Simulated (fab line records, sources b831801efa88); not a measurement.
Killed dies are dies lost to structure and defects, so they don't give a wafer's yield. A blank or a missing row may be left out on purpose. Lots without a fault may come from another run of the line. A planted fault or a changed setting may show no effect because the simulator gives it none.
Chamber matching | flow gf180mcu | GF_V2_CVD_02 on pecvd-02: 3 sister chambers
The step deposits SiO2 from TEOS, target thk 850 nm, time 94.851 s. 6 wafers are shown with their chamber, then 7 later ones without.

WAFERS WITH THEIR CHAMBER
wafer  | chamber | heater_power_w (W) | susceptor_temp_C (C)
L272.4 | 0       | 664                | 400.23
L272.6 | 2       | 636                | 399.72
L273.2 | 0       | 733                | 399.88
L275.5 | 1       | 640                | 399.91
L277.2 | 1       | 609                | 400.07
L277.3 | 2       | 576                | 399.87

WAFERS WITHOUT THEIR CHAMBER
wafer  | heater_power_w (W) | susceptor_temp_C (C)
L277.4 | 641                | 399.92
L279.3 | 804                | 400.12
L279.4 | 567                | 399.80
L279.6 | 651                | 400.05
L280.2 | 585                | 400.00
L280.3 | 654                | 400.05
L280.6 | 792                | 400.15

WHICH CHAMBER EACH WENT THROUGH
wafer  | from the rows above          | in truth
L277.4 | can't be placed: 1 or 2 or 0 | 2
L279.3 | can't be placed: 0 or 1      | 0
L279.4 | can't be placed: 2 or 1      | 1
L279.6 | can't be placed: 1 or 0 or 2 | 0
L280.2 | can't be placed: 1 or 2 or 0 | 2
L280.3 | can't be placed: 1 or 0 or 2 | 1
L280.6 | can't be placed: 0 or 1      | 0
Placed correctly: 0 of 7. Can't be placed from these rows: 7 (the true chamber is among the candidates in 7). Placed wrongly: 0.
How it was worked out, from the rows above alone: a wafer's distance from a chamber is the root of the sum, over the readings, of the square of ((its reading less the chamber's mean) divided by the reading's scatter). The wafer belongs to the nearest chamber; if the next one is less than 2 further off, it can't be placed. A chamber's mean is the mean of its shown wafers. The scatter: the root of (the sum of the squares of (reading less its chamber's mean) over the shown wafers, divided by (wafers less chambers)).
